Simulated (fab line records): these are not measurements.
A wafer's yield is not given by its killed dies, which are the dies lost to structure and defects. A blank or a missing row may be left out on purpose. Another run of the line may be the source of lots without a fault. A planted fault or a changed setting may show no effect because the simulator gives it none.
Which tool was responsible? + flow gf180mcu + 14 lots with 42 wafers sampled at 6 steps, on a route of 602 steps

## WHAT EACH GAUGE READ, for each wafer
GF_PSD_TW_MEAS_11. Usual: PSD_TW typically reads 3178, with standard deviation 15.
| lot  | measured     | on           | PSD_TW         | flag |
|------|--------------|--------------|----------------|------|
| L666 | day 14 05:07 | filmMetro-01 | 3196 3176 3173 |      |
| L667 | day 14 14:59 | filmMetro-03 | 3206 3204 3198 |      |
| L668 | day 14 22:34 | filmMetro-02 | 3181 3157 3181 |      |
| L671 | day 15 17:42 | filmMetro-01 | 30 30 30       | OFF  |
| L672 | day 16 06:58 | filmMetro-01 | 30 30 30       | OFF  |
| L678 | day 18 14:37 | filmMetro-01 | 3188 3158 3180 |      |
| L679 | day 19 07:40 | filmMetro-01 | 3184 3181 3181 |      |
| L680 | day 19 08:59 | filmMetro-01 | 3172 3196 3186 |      |
| L683 | day 20 07:02 | filmMetro-01 | 3172 3179 3175 |      |
| L684 | day 20 12:43 | filmMetro-02 | 3148 3176 3158 |      |
| L685 | day 20 20:34 | filmMetro-01 | 3185 3179 3191 |      |
| L687 | day 21 16:56 | filmMetro-02 | 3171 3171 3168 |      |
| L688 | day 22 00:23 | filmMetro-01 | 3199 3211 3198 |      |
| L689 | day 22 11:07 | filmMetro-01 | 3174 3194 3188 |      |

GF_V1_CD_MEAS_14: target cd 260 nm. Usual: 259.9 nm for cdNm, sd 1.1.
| lot  | measured     | on       | cdNm (nm)         | flag |
|------|--------------|----------|-------------------|------|
| L666 | day 18 03:36 | cdSem-02 | 259.7 258.9 259.9 |      |
| L667 | day 18 14:33 | cdSem-02 | 259.3 259.1 258.8 |      |
| L668 | day 18 22:51 | cdSem-02 | 261.2 260.6 261.3 |      |
| L671 | day 19 20:02 | cdSem-02 | 261.3 261.3 260.7 |      |
| L672 | day 20 10:40 | cdSem-02 | 260.8 260.4 259.7 |      |
| L678 | day 22 18:27 | cdSem-01 | 258.8 258.6 257.3 |      |
| L679 | day 23 10:34 | cdSem-02 | 258.7 258.2 259.2 |      |
| L680 | day 23 11:21 | cdSem-02 | 259.2 260.4 260.7 |      |
| L683 | day 24 07:50 | cdSem-01 | 260.2 260.2 260.0 |      |
| L684 | day 24 14:21 | cdSem-02 | 260.0 260.4 261.1 |      |
| L685 | day 24 20:00 | cdSem-01 | 261.0 260.5 259.9 |      |
| L687 | day 25 15:01 | cdSem-02 | 260.3 260.5 259.9 |      |
| L688 | day 25 23:33 | cdSem-01 | 260.9 260.4 261.2 |      |
| L689 | day 26 07:58 | cdSem-02 | 258.7 259.9 259.2 |      |

## EACH LOT AND THE TOOL THAT RAN IT (in order: tool; ch and the chambers of the sampled wafers; start)
| lot  | GF_NSD_STRIP_11                     | GF_PSD_STRIP_10                     | GF_SALICIDE_SPUTTER_03      | GF_CONTACT_ETCH_17                           |
|------|-------------------------------------|-------------------------------------|-----------------------------|----------------------------------------------|
| L666 | plasmaAsher-01 ch 1, day 13 08:38   | plasmaAsher-04 ch 0,1, day 14 05:01 | pvdSputter-02, day 15 02:46 | rieDiel-02 ch 0,3, day 18 03:36 or earlier   |
| L667 | plasmaAsher-01 ch 0,1, day 13 18:10 | plasmaAsher-03 ch 0,1, day 14 14:53 | pvdSputter-02, day 15 12:52 | rieDiel-04 ch 0,1, day 18 14:33 or earlier   |
| L668 | plasmaAsher-02 ch 0,1, day 14 00:53 | plasmaAsher-03 ch 0, day 14 22:28   | pvdSputter-02, day 15 20:52 | rieDiel-01 ch 0,1, day 18 22:51 or earlier   |
| L671 | plasmaAsher-01 ch 0,1, day 14 20:49 | plasmaAsher-03 ch 0,1, day 15 17:37 | pvdSputter-02, day 16 16:44 | rieDiel-04 ch 1,2,3, day 19 20:02 or earlier |
| L672 | plasmaAsher-01 ch 0,1, day 15 08:20 | plasmaAsher-04 ch 0,1, day 16 06:52 | pvdSputter-02, day 17 06:34 | rieDiel-02 ch 2,3, day 20 10:40 or earlier   |
| L678 | plasmaAsher-01 ch 0,1, day 17 14:05 | plasmaAsher-04 ch 0,1, day 18 14:30 | pvdSputter-01, day 19 15:38 | rieDiel-04 ch 2,3, day 22 18:27 or earlier   |
| L679 | plasmaAsher-02 ch 0,1, day 18 07:07 | plasmaAsher-04 ch 0, day 19 07:34   | pvdSputter-04, day 20 08:18 | rieDiel-01 ch 0,3, day 23 10:34 or earlier   |
| L680 | plasmaAsher-01 ch 0, day 18 08:17   | plasmaAsher-04 ch 0,1, day 19 08:53 | pvdSputter-01, day 20 09:22 | rieDiel-04 ch 1,2, day 23 11:21 or earlier   |
| L683 | plasmaAsher-03 ch 0,1, day 19 06:35 | plasmaAsher-04 ch 0,1, day 20 06:56 | pvdSputter-02, day 21 08:01 | rieDiel-02 ch 0,1,2, day 24 07:50 or earlier |
| L684 | plasmaAsher-03 ch 0,1, day 19 11:58 | plasmaAsher-04 ch 0,1, day 20 12:37 | pvdSputter-01, day 21 13:12 | rieDiel-02 ch 0,2,3, day 24 14:21 or earlier |
| L685 | plasmaAsher-01 ch 0,1, day 19 20:08 | plasmaAsher-03 ch 0,1, day 20 20:28 | pvdSputter-01, day 21 21:03 | rieDiel-01 ch 2,3, day 24 20:00 or earlier   |
| L687 | plasmaAsher-01 ch 0,1, day 20 16:38 | plasmaAsher-03 ch 0,1, day 21 16:50 | pvdSputter-01, day 22 16:59 | rieDiel-02 ch 0,2,3, day 25 15:01 or earlier |
| L688 | plasmaAsher-02 ch 0, day 21 00:44   | plasmaAsher-03 ch 1, day 22 00:17   | pvdSputter-04, day 23 02:02 | rieDiel-01 ch 0,3, day 25 23:33 or earlier   |
| L689 | plasmaAsher-01 ch 0,1, day 21 11:53 | plasmaAsher-03 ch 0,1, day 22 11:00 | pvdSputter-01, day 23 10:41 | rieDiel-01 ch 1,2,3, day 26 07:58 or earlier |
- GF_NSD_STRIP_11: strips in O2/N2.
- GF_PSD_STRIP_10: strips in O2/N2.
- GF_SALICIDE_SPUTTER_03: material TiN, target thk 20 nm, time 16.7 s.
- GF_CONTACT_ETCH_17: etches SiO2 in C4F8/O2/Ar, stops on CoSi2, target depth 860 nm.

## AS READ BY THE TOOLS THEMSELVES (means over the sampled wafers that have a number; for cases with no such wafer, the mark the record gives instead)
GF_NSD_STRIP_11. Usual: chamberPressureMTorr 1499.9 mTorr, standard deviation 1.4; drypumpMotorCurrentA 5.5 A, standard deviation 0.37; heaterPowerW 335 W, standard deviation 19; o2FlowSccm 3001 sccm, standard deviation 9.7; oesProductAu 0.487 a.u., standard deviation 0.005; stripTimeToEndpointS 22.97 s, standard deviation 0.032.
| lot  | tool           | chamberPressureMTorr (mTorr) | drypumpMotorCurrentA (A) | heaterPowerW (W) | o2FlowSccm (sccm) | oesProductAu (a.u.) | stripTimeToEndpointS (s) | flag |
|------|----------------|------------------------------|--------------------------|------------------|-------------------|---------------------|--------------------------|------|
| L666 | plasmaAsher-01 | 1500.2                       | 5.1                      | 363              | 2999              | 0.485               | 22.96                    |      |
| L667 | plasmaAsher-01 | 1501.3                       | 5.1                      | 358              | 3006              | 0.492               | 22.96                    |      |
| L668 | plasmaAsher-02 | 1499.7                       | 5.8                      | 321              | 2993              | 0.487               | 22.99                    |      |
| L671 | plasmaAsher-01 | -                            | -                        | -                | -                 | -                   | -                        | OFF  |
| L672 | plasmaAsher-01 | -                            | -                        | -                | -                 | -                   | -                        | OFF  |
| L678 | plasmaAsher-01 | 1500.7                       | 5.1                      | 357              | 2997              | 0.487               | 22.95                    |      |
| L679 | plasmaAsher-02 | 1502.1                       | 5.8                      | 317              | 2996              | 0.489               | 22.94                    |      |
| L680 | plasmaAsher-01 | 1497.2                       | 5.2                      | 350              | 3007              | 0.489               | 22.98                    |      |
| L683 | plasmaAsher-03 | 1499.8                       | 5.9                      | 330              | 3000              | 0.483               | 22.98                    |      |
| L684 | plasmaAsher-03 | 1500.7                       | 5.7                      | 337              | 2998              | 0.483               | 22.95                    |      |
| L685 | plasmaAsher-01 | 1499.6                       | 5.1                      | 357              | 3010              | 0.488               | 23.00                    |      |
| L687 | plasmaAsher-01 | 1500.1                       | 5.2                      | 344              | 2999              | 0.488               | 23.00                    |      |
| L688 | plasmaAsher-02 | 1500.5                       | 5.4                      | 318              | 2999              | 0.482               | 23.02                    |      |
| L689 | plasmaAsher-01 | 1499.9                       | 5.1                      | 359              | 3000              | 0.490               | 22.94                    |      |

GF_PSD_STRIP_10. Usual: chamberPressureMTorr 1500.0 mTorr, standard deviation 1.4; drypumpMotorCurrentA 5.5 A, standard deviation 0.45; heaterPowerW 323 W, standard deviation 13; o2FlowSccm 3000 sccm, standard deviation 9.1; oesProductAu 0.592 a.u., standard deviation 0.0042; stripTimeToEndpointS 16.54 s, standard deviation 0.033.
| lot  | tool           | chamberPressureMTorr (mTorr) | drypumpMotorCurrentA (A) | heaterPowerW (W) | o2FlowSccm (sccm) | oesProductAu (a.u.) | stripTimeToEndpointS (s) | flag |
|------|----------------|------------------------------|--------------------------|------------------|-------------------|---------------------|--------------------------|------|
| L666 | plasmaAsher-04 | 1500.1                       | 5.1                      | 310              | 2992              | 0.590               | 16.57                    |      |
| L667 | plasmaAsher-03 | 1499.8                       | 5.6                      | 335              | 3004              | 0.591               | 16.51                    |      |
| L668 | plasmaAsher-03 | 1500.3                       | 6.1                      | 319              | 3010              | 0.594               | 16.51                    |      |
| L671 | plasmaAsher-03 | 1498.7                       | 5.7                      | 336              | 2999              | 0.655               | 31.46                    | OFF  |
| L672 | plasmaAsher-04 | 1499.9                       | 5.0                      | 314              | 3000              | 0.658               | 31.56                    | OFF  |
| L678 | plasmaAsher-04 | 1500.0                       | 5.0                      | 314              | 2993              | 0.592               | 16.53                    |      |
| L679 | plasmaAsher-04 | 1500.2                       | 5.5                      | 323              | 3000              | 0.590               | 16.58                    |      |
| L680 | plasmaAsher-04 | 1501.7                       | 5.3                      | 315              | 2997              | 0.586               | 16.56                    |      |
| L683 | plasmaAsher-04 | 1498.9                       | 5.1                      | 311              | 2993              | 0.593               | 16.52                    |      |
| L684 | plasmaAsher-04 | 1499.5                       | 5.3                      | 318              | 3005              | 0.591               | 16.53                    |      |
| L685 | plasmaAsher-03 | 1499.0                       | 5.7                      | 335              | 2988              | 0.592               | 16.55                    |      |
| L687 | plasmaAsher-03 | 1500.8                       | 5.6                      | 335              | 3001              | 0.596               | 16.52                    |      |
| L688 | plasmaAsher-03 | 1499.6                       | 5.5                      | 340              | 3003              | 0.592               | 16.57                    |      |
| L689 | plasmaAsher-03 | 1500.8                       | 5.7                      | 332              | 3006              | 0.592               | 16.58                    |      |

GF_SALICIDE_SPUTTER_03. Usual: 30.9 % for throttleValvePct, sd 0.8.
| lot  | tool          | throttleValvePct (%) | flag |
|------|---------------|----------------------|------|
| L666 | pvdSputter-02 | 31.5                 |      |
| L667 | pvdSputter-02 | 31.6                 |      |
| L668 | pvdSputter-02 | 31.6                 |      |
| L671 | pvdSputter-02 | 31.1                 |      |
| L672 | pvdSputter-02 | 30.8                 |      |
| L678 | pvdSputter-01 | 30.5                 |      |
| L679 | pvdSputter-04 | 30.1                 |      |
| L680 | pvdSputter-01 | 30.7                 |      |
| L683 | pvdSputter-02 | 31.1                 |      |
| L684 | pvdSputter-01 | 30.8                 |      |
| L685 | pvdSputter-01 | 30.8                 |      |
| L687 | pvdSputter-01 | 30.8                 |      |
| L688 | pvdSputter-04 | 29.7                 |      |
| L689 | pvdSputter-01 | 31.0                 |      |

GF_CONTACT_ETCH_17. Usual: 0.815 a.u. for oesProductAu, sd 0.0046.
| lot  | tool       | oesProductAu (a.u.) | flag |
|------|------------|---------------------|------|
| L666 | rieDiel-02 | 0.814               |      |
| L667 | rieDiel-04 | 0.812               |      |
| L668 | rieDiel-01 | 0.814               |      |
| L671 | rieDiel-04 | 0.812               |      |
| L672 | rieDiel-02 | 0.823               |      |
| L678 | rieDiel-04 | 0.814               |      |
| L679 | rieDiel-01 | 0.811               |      |
| L680 | rieDiel-04 | 0.816               |      |
| L683 | rieDiel-02 | 0.818               |      |
| L684 | rieDiel-02 | 0.812               |      |
| L685 | rieDiel-01 | 0.815               |      |
| L687 | rieDiel-02 | 0.816               |      |
| L688 | rieDiel-01 | 0.814               |      |
| L689 | rieDiel-01 | 0.819               |      |

## THE ANSWER, worked out from the rows above alone
Rule: lot off if the mean of its wafers having a number is beyond 3 standard deviations from the usual mean. A lot without any number at a reading at which 4 lots or more have one is off too. Where the step has rows for the other lots, those lots are counted as sound. The gauges are gone through in route order, then the tools' own readings, and for those a lot's mean is taken as printed above. The first step at which some lot is off is used, and at that step the reading that is off furthest; a lot without a number counts as furthest.
Off: at GF_PSD_TW_MEAS_11 (PSD_TW), L671, L672.
If a tool, at a process step before that reading, ran all the lots that are off and no sound lot after the first of them, it fits. The gauges at GF_PSD_TW_MEAS_11 aren't tried: what is off there is off at GF_NSD_STRIP_11 too, on other tools, and a gauge's error can't cause that. No candidate that was tried fits.

## WHAT HAD BEEN PUT IN BY THE SIMULATOR
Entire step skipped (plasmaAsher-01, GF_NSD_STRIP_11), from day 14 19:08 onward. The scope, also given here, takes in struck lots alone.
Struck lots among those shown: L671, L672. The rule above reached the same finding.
